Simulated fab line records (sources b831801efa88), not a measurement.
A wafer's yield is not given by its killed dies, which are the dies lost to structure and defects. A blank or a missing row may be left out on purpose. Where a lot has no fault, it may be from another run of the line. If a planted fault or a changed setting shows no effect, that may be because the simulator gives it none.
fab line records    flow gf180mcu    part 2 of 2: steps 27 to 35 of 35
[record] lots = 5  wafers = 15  last-day = 33
route steps=602 shown SAB@274 SALICIDE@278 CONTACT@287
lots with no fault: from the same line, run without faults
start-h: hours from the record's opening day to when the first of the lot's shown wafers began    wait-h: time in hours since the lot's previous step    " unchanged from the row above    L1.1+2: several wafers, shown together as one row    - no value present, or no start provided    * or withheld: withheld    < > ~ a bound
route shown NAME@n: a module of which the file shows steps, and the number in the route of the first    usual: mean/standard deviation taken from wafers without a fault    same: alike in all rows    chamber/n: place in a boat    sites: per-site readings    _std_site: standard deviation of those values    _edge_site: inner sites' mean taken away from outer sites' mean    radius-mm: for every site, how far away it sits from the centre of the wafer    mask NAME#n: copy n    behind: the last tool/chamber to shape the wafer    hold: the reason the lot was held/the length of the hold in hours/how it ended    device: whichever transistor did not switch (one of n, p or np)    end of line: at the end of the route, the tests of the same wafers    a step with no rows: only its recipe    killed: the dies lost at the first sort to structure and to defects; this is not the yield of the wafer    map: a wafer's dies, marking killed ones x, the rest . and places with no die _
set.NAME: setting as actually run; set.NAME@STEP: the setting as run at that earlier step    model.NAME: the simulator's own value behind a step, which no gauge read
certain route steps with their lots: each step a table, each wafer a row
services: a tool's chamber out of use, with start hour (start-h, from the record's first day; less than 0 if before it), hours out, and reason
[[steps]]
[step GF_CONTACT_DEVELOP_13]
[recipe] develop-time-s = 60  resist = KrF  dev-temp-c = 21
lot.wafer   tool            chamber  start-h  wait-h
L075.2+3+6  litho-track-03  0        372.13   0.2
L077.2+4+5  litho-track-03  0        388.18   0.2
L088.1+3+6  litho-track-03  0        487.71   0.2
L089.1+2+3  litho-track-02  0        496.70   0.2
L091.1+3+5  litho-track-01  0        519.00   0.2
[step GF_CONTACT_CD_MEAS_14]
[recipe] target-cd-nm = 220
[usual] cd-nm = 220.1/1
lot.wafer  tool       chamber  start-h  wait-h  cd-nm
L075.2     cd-sem-01  -        372.28   0.1     220.7
L075.3     "          -        "        "       220.7
L075.6     "          -        "        "       219.5
L077.2     cd-sem-02  -        388.33   0.1     219.7
L077.4     "          -        "        "       220.2
L077.5     "          -        "        "       218.5
L088.1     cd-sem-02  -        487.86   0.1     222.7
L088.3     "          -        "        "       222.2
L088.6     "          -        "        "       221.9
L089.1     cd-sem-02  -        496.85   0.1     219.2
L089.2     "          -        "        "       218.9
L089.3     "          -        "        "       220.7
L091.1     cd-sem-02  -        519.15   0.1     219.4
L091.3     "          -        "        "       218.9
L091.5     "          -        "        "       219.1
[step GF_CONTACT_OVL_MEAS_15]
[usual] CONTACT_OVL = -1/4.5
lot.wafer  tool        chamber  start-h  wait-h  CONTACT_OVL[nm]
L075.2     overlay-02  -        372.38   0.1     8
L075.3     "           -        "        "       1
L075.6     "           -        "        "       9
L077.2     overlay-02  -        388.43   0.1     -9
L077.4     "           -        "        "       -4
L077.5     "           -        "        "       -7
L088.1     overlay-02  -        487.98   0.1     0
L088.3     "           -        "        "       -3
L088.6     "           -        "        "       8
L089.1     overlay-02  -        496.97   0.1     -1
L089.2     "           -        "        "       -2
L089.3     "           -        "        "       4
L091.1     overlay-02  -        519.27   0.1     -4
L091.3     "           -        "        "       -5
L091.5     "           -        "        "       -4
[step GF_CONTACT_ETCH_16]
[recipe] chemistry = N2/H2  target-depth-a = withheld  overetch-a = withheld  time-s = withheld  target = BARC  ion-energy-ev = 200  source-w = 500  bias-w = 100  pressure-mtorr = 30  n2-flow-sccm = 100  h2-flow-sccm = 200
[usual] chamber-pressure-mTorr = 30.000/0.03  drypump-motor-current-A = 5.9/0.42  oes-product-au = 0.855/0.0048  rf-fwd-power-W = 494.4/2.4  throttle-valve-pct = 13.226/0.0094
lot.wafer  tool         chamber  start-h  wait-h  chamber-pressure-mTorr  drypump-motor-current-A  oes-product-au  rf-fwd-power-W  throttle-valve-pct
L075.2     rie-diel-04  0        372.41   0.0     29.976                  5.6                      0.861           496.6           13.229
L075.3     "            3        "        "       29.970                  5.8                      0.864           496.7           13.225
L075.6     "            2        "        "       30.016                  5.3                      0.858           496.1           13.222
L077.2     rie-diel-03  0        388.46   0.0     30.066                  6.6                      0.855           494.3           13.218
L077.4     "            1        "        "       30.009                  6.3                      0.852           497.5           13.244
L077.5     "            2        "        "       30.005                  6.4                      0.863           490.8           13.233
L088.1     rie-diel-02  3        488.01   0.0     30.027                  6.6                      0.853           493.0           13.216
L088.3     "            0        "        "       29.985                  5.5                      0.853           494.3           13.228
L088.6     "            3        "        "       30.006                  6.6                      0.860           491.9           13.235
L089.1     rie-diel-02  2        497.00   0.0     29.983                  6.1                      0.853           490.0           13.225
L089.2     "            0        "        "       29.988                  5.5                      0.859           494.4           13.228
L089.3     "            3        "        "       29.991                  6.6                      0.857           491.0           13.214
L091.1     rie-diel-04  3        519.30   0.0     29.988                  5.8                      0.852           497.1           13.211
L091.3     "            0        "        "       29.950                  5.7                      0.851           495.4           13.232
L091.5     "            0        "        "       29.987                  5.7                      0.860           495.0           13.236
[step GF_CONTACT_ETCH_17]
[recipe] chemistry = C4F8/O2/Ar  mask-material = KrF  target = SiO2  stop-on = CoSi2  source-w = 1534  bias-w = 1200  pressure-mtorr = 40  c4f8-flow-sccm = withheld  O2_flow_sccm = 6  Ar_flow_sccm = 300  time-s = withheld  target-depth-a = 8600
[usual] chamber-pressure-mTorr = 40.00/0.04  oes-product-au = 0.815/0.0048  rf-fwd-power-W = 1528/4.5
lot.wafer  tool         chamber  start-h  wait-h  chamber-pressure-mTorr  oes-product-au  rf-fwd-power-W
L075.2     rie-diel-04  0        -        -       40.03                   0.818           1522
L075.3     "            3        "        "       40.01                   0.817           1533
L075.6     "            2        "        "       40.03                   0.806           1534
L077.2     rie-diel-03  0        -        -       40.01                   0.819           1523
L077.4     "            1        "        "       40.07                   0.820           1527
L077.5     "            2        "        "       39.99                   0.818           1517
L088.1     rie-diel-02  3        -        -       39.95                   0.815           1524
L088.3     "            0        "        "       40.02                   0.821           1528
L088.6     "            3        "        "       39.96                   0.819           1530
L089.1     rie-diel-02  2        -        -       40.00                   0.824           1529
L089.2     "            0        "        "       40.04                   0.818           1521
L089.3     "            3        "        "       40.11                   0.820           1518
L091.1     rie-diel-04  3        -        -       40.01                   0.816           1530
L091.3     "            0        "        "       39.98                   0.812           1530
L091.5     "            0        "        "       39.98                   0.818           1531
[step GF_CONTACT_STRIP_18]
[recipe] chemistry = O2/N2  power-w = 1400  pressure-mtorr = 1500  platen-temp-c = 250  o2-flow-sccm = 3000  n2-flow-sccm = 300  overash-fraction = 0.5
[usual] chamber-pressure-mTorr = 1499.9/1.3  drypump-motor-current-A = 5.9/0.41  heater-power-w = 315/13  oes-product-au = 0.580/0.0051
lot.wafer  tool             chamber  start-h  wait-h  chamber-pressure-mTorr  drypump-motor-current-A  heater-power-w  oes-product-au  rf-hours-counter-h
L075.2     plasma-asher-03  1        372.58   -       1499.1                  5.1                      301             0.580           76
L075.3     "                1        "        "       1499.2                  5.1                      305             0.587           -
L075.6     "                0        "        "       1499.8                  5.9                      309             0.582           -
L077.2     plasma-asher-03  0        388.63   -       1499.6                  5.9                      316             0.585           78
L077.4     "                0        "        "       1500.9                  5.9                      305             0.574           -
L077.5     "                0        "        "       1496.6                  5.9                      307             0.587           -
L088.1     plasma-asher-02  0        488.18   -       1498.9                  5.7                      307             0.576           66
L088.3     "                1        "        "       1502.3                  6.2                      336             0.583           -
L088.6     "                0        "        "       1498.5                  5.7                      303             0.585           -
L089.1     plasma-asher-02  1        497.16   -       1500.1                  6.2                      320             0.584           67
L089.2     "                0        "        "       1500.2                  5.7                      308             0.584           67
L089.3     "                1        "        "       1502.5                  6.2                      323             0.578           -
L091.1     plasma-asher-03  0        519.47   -       1500.5                  5.9                      321             0.587           9
L091.3     "                1        "        "       1497.1                  5.1                      306             0.581           -
L091.5     "                0        "        "       1499.0                  5.9                      326             0.580           -
[step GF_CONTACT_CLEAN_19]
[recipe] chemistry = SPM
lot.wafer   tool          chamber  start-h  wait-h
L075.2+3+6  wet-bench-03  1        372.68   0.1
L077.2+4+5  wet-bench-03  1        388.73   0.1
L088.1+3+6  wet-bench-01  2        488.28   0.1
L089.1+2+3  wet-bench-01  0        497.26   0.1
L091.1+3+5  wet-bench-02  1        519.57   0.1
[step GF_CONTACT_CLEAN_20]
[recipe] chemistry = DIW
lot.wafer   tool          chamber  start-h  wait-h
L075.2+3+6  wet-bench-02  0        372.77   0.0
L077.2+4+5  wet-bench-03  1        388.83   0.0
L088.1+3+6  wet-bench-02  2        488.37   0.0
L089.1+2+3  wet-bench-03  1        497.36   0.0
L091.1+3+5  wet-bench-01  1        519.66   0.0
[step GF_CONTACT_CLEAN_21]
[recipe] chemistry = dHF  time-s = 20  dilution = 100:1  dry = ipa-marangoni
lot.wafer   tool          chamber  start-h  wait-h
L075.2+3+6  wet-bench-01  0        372.86   0.0
L077.2+4+5  wet-bench-02  2        388.93   0.0
L088.1+3+6  wet-bench-03  1        488.46   0.0
L089.1+2+3  wet-bench-01  1        497.45   0.0
L091.1+3+5  wet-bench-02  3        519.76   0.0
[[services]]
tool             chamber  start-h  hours  kind
pvd-sputter-04   -        325.41   2.0    repair
rie-diel-02      1        333.77   23.6   repair
pvd-sputter-03   -        350.03   2.2    repair
rie-diel-04      2        350.30   10.2   repair
cmp-02           -        351.81   0.5    repair
wet-bench-03     -        358.45   1.9    pm
rie-diel-02      1        360.66   9.3    repair
cmp-02           -        366.06   4.9    pm
cmp-02           -        376.04   1.6    repair
rie-diel-02      -        377.52   28.1   pm
cmp-02           -        382.24   1.5    repair
rie-diel-04      2        394.69   6.4    repair
plasma-asher-03  -        396.13   0.4    repair
rie-diel-04      2        405.89   1.3    repair
pvd-sputter-03   -        409.77   2.7    repair
plasma-asher-03  -        421.25   9.0    pm
plasma-asher-03  -        427.15   3.8    repair
rie-diel-02      1        429.07   2.6    repair
wet-bench-04     -        431.79   3.0    repair
rie-diel-02      1        459.62   65.1   repair
rie-diel-02      2        462.26   2.6    repair
rie-diel-04      2        481.72   4.5    repair
wet-bench-02     -        485.29   1.9    pm
plasma-asher-03  -        503.06   14.9   repair
